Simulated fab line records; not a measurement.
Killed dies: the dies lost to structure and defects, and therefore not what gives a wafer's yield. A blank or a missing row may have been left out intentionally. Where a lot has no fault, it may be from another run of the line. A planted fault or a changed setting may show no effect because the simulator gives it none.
2 desks, one fault :: flow sky130 :: numbers are kept per desk, each desk with only its own; the story behind them comes last

== THE TOOL OWNER'S DESK: furnace-02 ==
The tool's own readings at SKY_FIELD_ISO_OXIDATION_01 (stabilise 600 s, purge 300 s, target thk 12 nm): means of the sampled wafers that have a number, for each lot that ran on this tool. A lot is out of limits, marked OUT, if its mean lies more than 4 standard deviations from the usual mean; the brackets give that distance.
Columns: A = spike tc centre C at SKY_FIELD_ISO_OXIDATION_01, usual 900.9 C; B = spike tc lower C at SKY_FIELD_ISO_OXIDATION_01, usual 900.2 C; C = spike tc top C at SKY_FIELD_ISO_OXIDATION_01, usual 911.0 C; D = zone power lower pct at SKY_FIELD_ISO_OXIDATION_01, usual 20.8 %
lot: L798
first seen here: day 1 10:23
A: 901.0
B: 900.4
C: 910.1
D: 22.1

lot: L800
first seen here: day 1 21:21
A: 900.4
B: 900.5
C: 912.1
D: 22.0

lot: L803
first seen here: day 2 11:29
A: 901.0
B: 900.3
C: 912.2
D: 22.0

lot: L804
first seen here: day 2 22:33
A: 901.2
B: 900.9
C: 912.7
D: 21.9

lot: L805
first seen here: day 2 22:33
A: 900.9
B: 900.1
C: 912.5
D: 21.9

lot: L806
first seen here: day 3 05:55
A: 900.7
B: 901.1
C: 912.4
D: 22.0
This desk's verdict: no lot among the 6 shows anything out of limits.

== THE METROLOGY DESK ==
What the gauges read for every lot (on any tool): the sampled wafers with a number, averaged. A lot is out of limits, marked OUT, if its mean lies more than 4 standard deviations from the usual mean; the brackets give that distance.
Columns: A = FIELD_ISO_OXIDATION_00_THK at SKY_FIELD_ISO_THK_MEAS_02, usual 12.09 nm; B = NWELL_2_TW at SKY_NWELL_TW_MEAS_26, usual 491
lot: L798
first seen here: day 1 11:55
A: 12.37
B: 500

lot: L800
first seen here: day 1 22:52
A: 11.97
B: 490

lot: L803
first seen here: day 2 12:59
A: 11.96
B: 499

lot: L804
first seen here: day 3 00:04
A: 13.96 (+8.9) OUT
B: 485

lot: L805
first seen here: day 3 00:04
A: 13.69 (+7.6) OUT
B: 494

lot: L806
first seen here: day 3 07:25
A: 14.04 (+9.3) OUT
B: 491

lot: L808
first seen here: day 3 13:38
A: 12.00
B: 486

lot: L810
first seen here: day 4 00:14
A: 11.84
B: 486

lot: L814
first seen here: day 4 23:40
A: 11.78
B: 485

lot: L819
first seen here: day 5 20:38
A: 12.06
B: 501

lot: L820
first seen here: day 6 02:16
A: 12.13
B: 492

lot: L821
first seen here: day 6 08:05
A: 11.80
B: 491
This desk's finding: out of limits on L804, L805, L806; first on L804, day 3 00:04 (FIELD_ISO_OXIDATION_00_THK at SKY_FIELD_ISO_THK_MEAS_02). In limits: L798, L800, L803, L808, L810, L814, L819, L820, L821.

== TAKEN TOGETHER ==
At day 3 00:04 the metrology desk could have sounded an alarm, on L804, L805, L806.
The desk of the tool owner found nothing out of limits.
Tool owner's desk: L804, L805, L806 on record, inside its limits.
SKY_FIELD_ISO_OXIDATION_01 was run on furnace-02 by each of the lots named.

== WHAT WAS PUT IN BY THE SIMULATOR ==
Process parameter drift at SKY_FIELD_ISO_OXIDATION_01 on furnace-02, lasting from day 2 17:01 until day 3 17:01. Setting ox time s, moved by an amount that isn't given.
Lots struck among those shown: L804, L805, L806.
Per desk, hours elapsed from the start of the fault to the first reading out of limits: for the metrology desk, 7.
